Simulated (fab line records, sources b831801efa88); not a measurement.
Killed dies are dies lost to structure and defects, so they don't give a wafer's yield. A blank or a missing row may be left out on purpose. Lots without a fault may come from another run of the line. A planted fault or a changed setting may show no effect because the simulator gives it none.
Which tool did it? | flow gf180mcu | 24 lots, 72 wafers sampled, at 6 steps of a route of 602

WHAT THE GAUGES READ, wafer by wafer
GF_VT_IMPLANT_TW_MEAS_21. Usual: VT_IMPLANT_2_TW 1217, standard deviation 11.
lot  | measured     | on            | VT_IMPLANT_2_TW | flag
L074 | day 6 08:22  | film_metro-04 | 1221 1222 1222  |
L075 | day 6 12:47  | film_metro-04 | 1224 1227 1227  |
L076 | day 6 17:41  | film_metro-03 | 1208 1206 1206  |
L077 | day 7 02:17  | film_metro-03 | 1209 1202 1207  |
L078 | day 7 06:30  | film_metro-04 | 1240 1231 1236  |
L079 | day 7 13:58  | film_metro-04 | 1229 1230 1224  |
L080 | day 7 19:25  | film_metro-04 | 1233 1229 1224  |
L081 | day 8 02:11  | film_metro-02 | 1210 1219 1213  |
L082 | day 8 08:22  | film_metro-04 | 1224 1232 1227  |
L083 | day 8 17:28  | film_metro-03 | 1203 1201 1204  |
L084 | day 8 23:46  | film_metro-03 | 1200 1210 1210  |
L085 | day 9 05:08  | film_metro-02 | 1223 1225 1222  |
L086 | day 9 10:25  | film_metro-02 | 1218 1211 1213  |
L087 | day 9 17:22  | film_metro-03 | 1202 1201 1202  |
L088 | day 9 22:56  | film_metro-03 | 1201 1200 1199  |
L089 | day 10 04:20 | film_metro-04 | 1231 1234 1231  |
L090 | day 10 09:44 | film_metro-02 | 1218 1225 1220  |
L091 | day 10 19:02 | film_metro-03 | 1206 1206 1203  |
L092 | day 10 23:14 | film_metro-02 | 1218 1215 1215  |
L093 | day 11 06:05 | film_metro-04 | 1222 1229 1227  |
L094 | day 11 10:23 | film_metro-04 | 1220 1224 1231  |
L095 | day 11 20:34 | film_metro-02 | 1220 1216 1223  |
L096 | day 12 01:49 | film_metro-03 | 1201 1199 1199  |
L097 | day 12 10:59 | film_metro-04 | 1236 1229 1231  |

GF_HV_LDD_CD_MEAS_07: target cd 400 nm. Usual: cd_nm 400.4 nm, standard deviation 2.1.
lot  | measured     | on        | cd_nm (nm)        | flag
L074 | day 10 04:03 | cd_sem-01 | 402.6 402.1 402.5 |
L075 | day 10 07:59 | cd_sem-02 | 401.4 399.3 398.7 |
L076 | day 10 14:08 | cd_sem-01 | 398.1 396.9 398.0 |
L077 | day 10 21:57 | cd_sem-01 | 398.1 400.3 398.1 |
L078 | day 11 05:50 | cd_sem-01 | 401.0 402.5 400.6 |
L079 | day 11 13:49 | cd_sem-01 | 399.8 400.3 401.2 |
L080 | day 11 17:56 | cd_sem-02 | 402.1 400.8 399.2 |
L081 | day 12 01:23 | cd_sem-02 | 397.9 398.6 400.3 |
L082 | day 12 09:44 | cd_sem-02 | 403.2 401.0 402.6 |
L083 | day 12 21:10 | cd_sem-01 | 401.1 402.1 401.7 |
L084 | day 13 03:40 | cd_sem-02 | 403.4 403.9 403.8 |
L085 | day 13 10:06 | cd_sem-01 | 397.8 397.3 400.8 |
L086 | day 13 15:18 | cd_sem-02 | 400.9 399.7 399.8 |
L087 | day 13 22:29 | cd_sem-02 | 399.2 399.9 399.4 |
L088 | day 14 05:13 | cd_sem-01 | 399.9 399.3 398.3 |
L089 | day 14 11:30 | cd_sem-02 | 404.5 402.3 402.6 |
L090 | day 14 18:44 | cd_sem-02 | 394.9 398.4 396.7 |
L091 | day 15 07:59 | cd_sem-02 | 402.3 400.9 400.7 |
L092 | day 15 10:22 | cd_sem-01 | 399.2 400.1 399.3 |
L093 | day 15 21:55 | cd_sem-01 | 398.4 400.2 400.4 |
L094 | day 16 03:03 | cd_sem-01 | 399.1 398.3 397.8 |
L095 | day 16 10:46 | cd_sem-01 | 401.6 402.6 401.6 |
L096 | day 16 17:10 | cd_sem-01 | 399.1 400.0 400.8 |
L097 | day 17 05:57 | cd_sem-01 | 404.4 404.9 402.9 |

GF_M4_THK_MEAS_06: measures by xrf. Usual: M4_ALCU_THK 450 nm, standard deviation 5.1.
lot  | measured     | on            | M4_ALCU_THK (nm) | flag
L074 | day 22 14:06 | film_metro-01 | 445 449 442      |
L075 | day 22 19:34 | film_metro-04 | 454 457 460      |
L076 | day 23 04:05 | film_metro-04 | 456 448 453      |
L077 | day 23 16:05 | film_metro-04 | 444 451 448      |
L078 | day 23 22:50 | film_metro-01 | 462 462 458      |
L079 | day 24 08:14 | film_metro-01 | 459 457 456      |
L080 | day 24 13:32 | film_metro-03 | 440 446 444      |
L081 | day 24 23:14 | film_metro-03 | 446 447 445      |
L082 | day 25 08:19 | film_metro-04 | 454 454 449      |
L083 | day 25 20:31 | film_metro-04 | 443 450 445      |
L084 | day 26 00:16 | film_metro-04 | 453 453 453      |
L085 | day 26 11:59 | film_metro-04 | 454 443 451      |
L086 | day 26 15:55 | film_metro-04 | 457 457 453      |
L087 | day 26 22:46 | film_metro-04 | 457 451 452      |
L088 | day 27 03:55 | film_metro-01 | 442 446 446      |
L089 | day 27 11:56 | film_metro-01 | 445 447 446      |
L090 | day 27 17:40 | film_metro-04 | 445 445 441      |
L091 | day 28 06:48 | film_metro-03 | 456 448 451      |
L092 | day 28 09:33 | film_metro-03 | 457 451 451      |
L093 | day 28 19:39 | film_metro-01 | 450 450 447      |
L094 | day 29 00:56 | film_metro-04 | 452 449 454      |
L095 | day 29 05:54 | film_metro-04 | 443 445 446      |
L096 | day 29 10:09 | film_metro-03 | 449 443 449      |
L097 | day 29 23:59 | film_metro-01 | 442 450 443      |

GF_PASSIVATION_THK_MEAS_03. Usual: PASSIVATION_CVD_02_THK 702 nm, standard deviation 9.2.
lot  | measured     | on            | PASSIVATION_CVD_02_THK (nm) | flag
L074 | day 28 05:55 | film_metro-03 | 694 706 703                 |
L075 | day 28 10:23 | film_metro-01 | 691 688 712                 |
L076 | day 28 18:19 | film_metro-01 | 704 697 703                 |
L077 | day 29 05:04 | film_metro-01 | 694 686 702                 |
L078 | day 29 12:51 | film_metro-01 | 709 727 715                 |
L079 | day 29 16:41 | film_metro-02 | 692 704 708                 |
L080 | day 29 23:02 | film_metro-01 | 688 707 693                 |
L081 | day 30 06:26 | film_metro-02 | 710 711 712                 |
L082 | day 30 13:41 | film_metro-02 | 693 705 713                 |
L083 | day 31 02:27 | film_metro-01 | 707 708 714                 |
L084 | day 31 04:54 | film_metro-02 | 705 709 704                 |
L085 | day 31 15:50 | film_metro-02 | 690 701 707                 |
L086 | day 31 17:16 | film_metro-03 | 718 718 719                 |
L087 | day 32 00:22 | film_metro-02 | 700 695 702                 |
L088 | day 32 04:03 | film_metro-03 | 687 697 699                 |
L089 | day 32 11:18 | film_metro-02 | 701 709 714                 |
L090 | day 32 16:19 | film_metro-01 | 710 698 701                 |
L091 | day 33 03:14 | film_metro-01 | 687 680 696                 |
L092 | day 33 04:48 | film_metro-01 | 700 697 712                 |
L093 | day 33 11:32 | film_metro-01 | 703 691 702                 |
L094 | day 33 18:34 | film_metro-01 | 696 692 703                 |
L095 | day 33 21:37 | film_metro-02 | 700 700 699                 |
L096 | day 34 00:21 | film_metro-01 | 695 687 698                 |
L097 | day 34 11:53 | film_metro-02 | 689 691 701                 |

WHICH TOOL RAN EACH LOT (tool, then ch and the chambers of the sampled wafers, then the start)
lot  | GF_VT_IMPLANT_STRIP_42               | GF_TOP_METAL_STRIP_17
L074 | plasma_asher-02 ch 0,1, day 7 15:14  | plasma_asher-01 ch 0,1, day 28 04:56
L075 | plasma_asher-03 ch 1, day 7 19:58    | plasma_asher-03 ch 0,1, day 28 09:05
L076 | plasma_asher-02 ch 0,1, day 8 01:38  | plasma_asher-01 ch 0,1, day 28 17:14
L077 | plasma_asher-02 ch 0,1, day 8 09:49  | plasma_asher-03 ch 0,1, day 29 04:02
L078 | plasma_asher-04 ch 0,1, day 8 15:17  | plasma_asher-02 ch 0,1, day 29 11:49
L079 | plasma_asher-04 ch 1, day 8 23:05    | plasma_asher-01 ch 0, day 29 15:43
L080 | plasma_asher-02 ch 0,1, day 9 04:38  | plasma_asher-02 ch 0,1, day 29 21:56
L081 | plasma_asher-02 ch 0,1, day 9 11:29  | plasma_asher-03 ch 0,1, day 30 05:07
L082 | plasma_asher-02 ch 0,1, day 9 17:55  | plasma_asher-02 ch 0,1, day 30 12:43
L083 | plasma_asher-03 ch 0,1, day 10 03:58 | plasma_asher-02 ch 0,1, day 31 01:30
L084 | plasma_asher-02 ch 0,1, day 10 10:16 | plasma_asher-01 ch 0,1, day 31 03:56
L085 | plasma_asher-03 ch 0,1, day 10 16:26 | plasma_asher-01 ch 0,1, day 31 14:53
L086 | plasma_asher-02 ch 0,1, day 10 21:31 | plasma_asher-02 ch 0,1, day 31 16:10
L087 | plasma_asher-02 ch 0,1, day 11 05:43 | plasma_asher-02 ch 0,1, day 31 23:16
L088 | plasma_asher-02 ch 0,1, day 11 11:17 | plasma_asher-03 ch 0,1, day 32 03:05
L089 | plasma_asher-03 ch 0,1, day 11 16:38 | plasma_asher-02 ch 0,1, day 32 10:19
L090 | plasma_asher-02 ch 0,1, day 11 22:05 | plasma_asher-03 ch 0,1, day 32 15:19
L091 | plasma_asher-04 ch 0,1, day 12 08:35 | plasma_asher-01 ch 0,1, day 33 01:52
L092 | plasma_asher-04 ch 0,1, day 12 13:05 | plasma_asher-03 ch 0,1, day 33 03:50
L093 | plasma_asher-04 ch 0,1, day 12 20:08 | plasma_asher-03 ch 0,1, day 33 10:35
L094 | plasma_asher-02 ch 0,1, day 13 01:02 | plasma_asher-02 ch 0,1, day 33 17:37
L095 | plasma_asher-04 ch 0,1, day 13 11:58 | plasma_asher-03 ch 0,1, day 33 20:38
L096 | plasma_asher-02 ch 0,1, day 13 17:46 | plasma_asher-03 ch 0,1, day 33 23:23
L097 | plasma_asher-04 ch 0,1, day 14 04:04 | plasma_asher-02 ch 0,1, day 34 10:53
- GF_VT_IMPLANT_STRIP_42: strips in O2/N2.
- GF_TOP_METAL_STRIP_17: strips in O2/N2.

WHAT THE TOOLS THEMSELVES READ (means of the sampled wafers that have a number; where no wafer has one, the mark that the record gives instead)
GF_VT_IMPLANT_STRIP_42. Usual: drypump_motor_current_A 5.9 A, standard deviation 0.66; heater_power_w 343 W, standard deviation 29; oes_product_au 0.715 a.u., standard deviation 0.0044; strip_time_to_endpoint_s 12.64 s, standard deviation 0.034.
lot  | tool            | drypump_motor_current_A (A) | heater_power_w (W) | oes_product_au (a.u.) | strip_time_to_endpoint_s (s) | flag
L074 | plasma_asher-02 | 6.3                         | 334                | 0.718                 | 12.66                        |
L075 | plasma_asher-03 | 4.7                         | 364                | 0.717                 | 12.63                        |
L076 | plasma_asher-02 | 6.3                         | 330                | 0.711                 | 12.65                        |
L077 | plasma_asher-02 | 5.9                         | 335                | 0.713                 | 12.65                        |
L078 | plasma_asher-04 | 6.1                         | 357                | 0.714                 | 12.65                        |
L079 | plasma_asher-04 | 6.1                         | 394                | 0.720                 | 12.66                        |
L080 | plasma_asher-02 | 6.3                         | 333                | 0.715                 | 12.61                        |
L081 | plasma_asher-02 | 5.8                         | 338                | 0.714                 | 12.67                        |
L082 | plasma_asher-02 | 6.3                         | 333                | 0.713                 | 12.67                        |
L083 | plasma_asher-03 | 5.0                         | 306                | 0.716                 | 12.59                        |
L084 | plasma_asher-02 | 6.3                         | 328                | 0.713                 | 12.60                        |
L085 | plasma_asher-03 | 4.8                         | 340                | 0.713                 | 12.64                        |
L086 | plasma_asher-02 | 5.9                         | 334                | 0.714                 | 12.63                        |
L087 | plasma_asher-02 | 5.8                         | 336                | 0.715                 | 12.63                        |
L088 | plasma_asher-02 | 6.3                         | 330                | 0.717                 | 12.65                        |
L089 | plasma_asher-03 | 5.0                         | 310                | 0.715                 | 12.60                        |
L090 | plasma_asher-02 | 5.9                         | 335                | 0.718                 | 12.58                        |
L091 | plasma_asher-04 | 6.1                         | 363                | 0.716                 | 12.64                        |
L092 | plasma_asher-04 | 6.1                         | 365                | 0.720                 | 12.67                        |
L093 | plasma_asher-04 | 6.1                         | 361                | 0.717                 | 12.63                        |
L094 | plasma_asher-02 | 5.9                         | 334                | 0.713                 | 12.59                        |
L095 | plasma_asher-04 | 6.1                         | 361                | 0.717                 | 12.63                        |
L096 | plasma_asher-02 | 5.9                         | 336                | 0.713                 | 12.67                        |
L097 | plasma_asher-04 | 6.1                         | 359                | 0.714                 | 12.71                        |

GF_TOP_METAL_STRIP_17. Usual: drypump_motor_current_A 5.7 A, standard deviation 0.78; heater_power_w 326 W, standard deviation 39; oes_product_au 0.710 a.u., standard deviation 0.0043; strip_time_to_endpoint_s 12.95 s, standard deviation 0.072.
lot  | tool            | drypump_motor_current_A (A) | heater_power_w (W) | oes_product_au (a.u.) | strip_time_to_endpoint_s (s) | flag
L074 | plasma_asher-01 | 6.3                         | 347                | 0.707                 | 12.91                        |
L075 | plasma_asher-03 | 4.8                         | 336                | 0.708                 | 12.93                        |
L076 | plasma_asher-01 | 6.4                         | 351                | 0.714                 | 13.04                        |
L077 | plasma_asher-03 | 5.0                         | 305                | 0.707                 | 12.99                        |
L078 | plasma_asher-02 | 5.9                         | 336                | 0.711                 | 12.98                        |
L079 | plasma_asher-01 | 6.3                         | 380                | 0.711                 | 12.93                        |
L080 | plasma_asher-02 | 5.9                         | 336                | 0.706                 | 12.85                        |
L081 | plasma_asher-03 | 4.8                         | 333                | 0.715                 | 12.92                        |
L082 | plasma_asher-02 | 5.9                         | 340                | 0.707                 | 12.90                        |
L083 | plasma_asher-02 | 6.3                         | 327                | 0.707                 | 12.94                        |
L084 | plasma_asher-01 | 6.4                         | 342                | 0.709                 | 13.13                        |
L085 | plasma_asher-01 | 6.3                         | 349                | 0.712                 | 12.93                        |
L086 | plasma_asher-02 | 5.9                         | 342                | 0.706                 | 12.81                        |
L087 | plasma_asher-02 | 6.3                         | 330                | 0.712                 | 12.93                        |
L088 | plasma_asher-03 | 4.8                         | 327                | 0.710                 | 12.92                        |
L089 | plasma_asher-02 | 5.8                         | 338                | 0.710                 | 13.00                        |
L090 | plasma_asher-03 | 4.8                         | 333                | 0.709                 | 13.05                        |
L091 | plasma_asher-01 | 6.3                         | 345                | 0.712                 | 12.93                        |
L092 | plasma_asher-03 | 5.0                         | 307                | 0.706                 | 12.95                        |
L093 | plasma_asher-03 | 5.0                         | 304                | 0.709                 | 12.96                        |
L094 | plasma_asher-02 | 5.9                         | 335                | 0.708                 | 12.98                        |
L095 | plasma_asher-03 | 4.8                         | 335                | 0.713                 | 12.97                        |
L096 | plasma_asher-03 | 4.8                         | 331                | 0.709                 | 13.01                        |
L097 | plasma_asher-02 | 6.3                         | 332                | 0.711                 | 12.92                        |

THE ANSWER, worked out from the rows above alone
Rule: a lot is off if the mean of its wafers that have a number lies more than 3 standard deviations from the usual mean. A lot without any number at a reading at which 4 lots or more have one is off too. The other lots that the step has rows for count as sound. The gauges are gone through in route order, then the tools' own readings, and for those a lot's mean is taken as printed above. The first step at which some lot is off is used, and at that step the reading that is off furthest; a lot without a number counts as furthest.
No lot is off at any reading shown: from this, nothing can be told.

WHAT THE SIMULATOR HAD PUT IN
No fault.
